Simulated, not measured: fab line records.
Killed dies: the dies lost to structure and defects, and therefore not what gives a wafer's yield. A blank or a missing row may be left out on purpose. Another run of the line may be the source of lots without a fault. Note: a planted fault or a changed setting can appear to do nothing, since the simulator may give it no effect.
One fault seen from 2 desks + flow sfq line + each desk has only its own numbers; what lay behind them comes last

## AT THE METROLOGY DESK
Means of the sampled wafers that have a number, per lot and without regard to the tool the lot ran on: this is what the gauges read. Any lot whose mean is over 4 standard deviations away from the usual mean is out of limits and marked OUT; that distance is given in the brackets.
Columns: A = M3_NB_RS at SFQ_M3_RS_MEAS_919, usual 0.890 ohm/sq; B = M3_OVL at SFQ_M3_OVL_MEAS_921, usual 2 nm; C = I3_BOW at SFQ_I3_BOW_MEAS_922, usual 0 um; D = I3_OVL at SFQ_I3_OVL_MEAS_923, usual -3 nm; E = M4_NB_RS at SFQ_M4_RS_MEAS_924, usual 0.891 ohm/sq; F = M4_OVL at SFQ_M4_OVL_MEAS_926, usual 4 nm; G = M8_BOW at SFQ_M8_BOW_MEAS_951, usual 7 um
| lot  | first seen here | A     | B  | C   | D  | E     | F  | G   |
|------|-----------------|-------|----|-----|----|-------|----|-----|
| L267 | day 28 01:21    | 0.887 | 7  | 3   | 0  | 0.891 | -3 | -1  |
| L271 | day 36 19:13    | 0.887 | 2  | -14 | -1 | 0.881 | 8  | -8  |
| L273 | day 37 02:01    | 0.892 | 5  | 0   | -0 | 0.876 | 4  | 4   |
| L282 | day 39 18:53    | 0.902 | -6 | -19 | 0  | 0.887 | -5 | -16 |
| L283 | day 40 05:41    | 0.880 | 11 | -5  | -2 | 0.901 | -1 | -6  |
| L284 | day 40 20:44    | 0.897 | 5  | 6   | -8 | 0.874 | 5  | 19  |
Result from this desk: across the 6 lots, nothing is out of limits.

## DESK OF THE TOOL OWNER: rie metal-01
The tool's own readings at SFQ_TRILAYER_M3_ETCH_METAL_ETCH_078 (etches Nb in Cl2/Ar, stops on SiO2, target depth 240 nm, time 120 s): means of the sampled wafers that have a number, for each lot that ran on this tool. Any lot whose mean is over 4 standard deviations away from the usual mean is out of limits and marked OUT; that distance is given in the brackets.
Columns: A = drypump motor current A at SFQ_TRILAYER_M3_ETCH_METAL_ETCH_078, usual 5.4 A; B = oes product au at SFQ_TRILAYER_M3_ETCH_METAL_ETCH_078, usual 0.894 a.u.
| lot  | first seen here | A   | B               |
|------|-----------------|-----|-----------------|
| L271 | day 36 21:44    | 5.5 | 0.794 (-13) OUT |
| L273 | day 37 04:39    | 5.7 | 0.787 (-14) OUT |
| L284 | day 40 23:15    | 5.5 | 0.887           |
This desk's verdict: out of limits on L271, L273, starting with L271 at day 36 21:44 (oes product au at SFQ_TRILAYER_M3_ETCH_METAL_ETCH_078). In limits: L284.

## TAKEN TOGETHER
The tool owner's desk could have raised an alarm at day 36 21:44, on L271, L273.
At the metrology desk, nothing out of limits was observed.
The metrology desk holds a record of L271, L273, inside its limits.
The lots listed all ran SFQ_TRILAYER_M3_ETCH_METAL_ETCH_078 on rie metal-01.

## WHAT THE SIMULATOR HAD INSERTED
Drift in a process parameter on rie metal-01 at SFQ_TRILAYER_M3_ETCH_METAL_ETCH_078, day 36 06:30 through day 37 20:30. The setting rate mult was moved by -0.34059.
Shown lots that were struck: L271, L273.
Delay in hours, fault start to first out-of-limits reading, by desk: the tool owner's desk at 15.
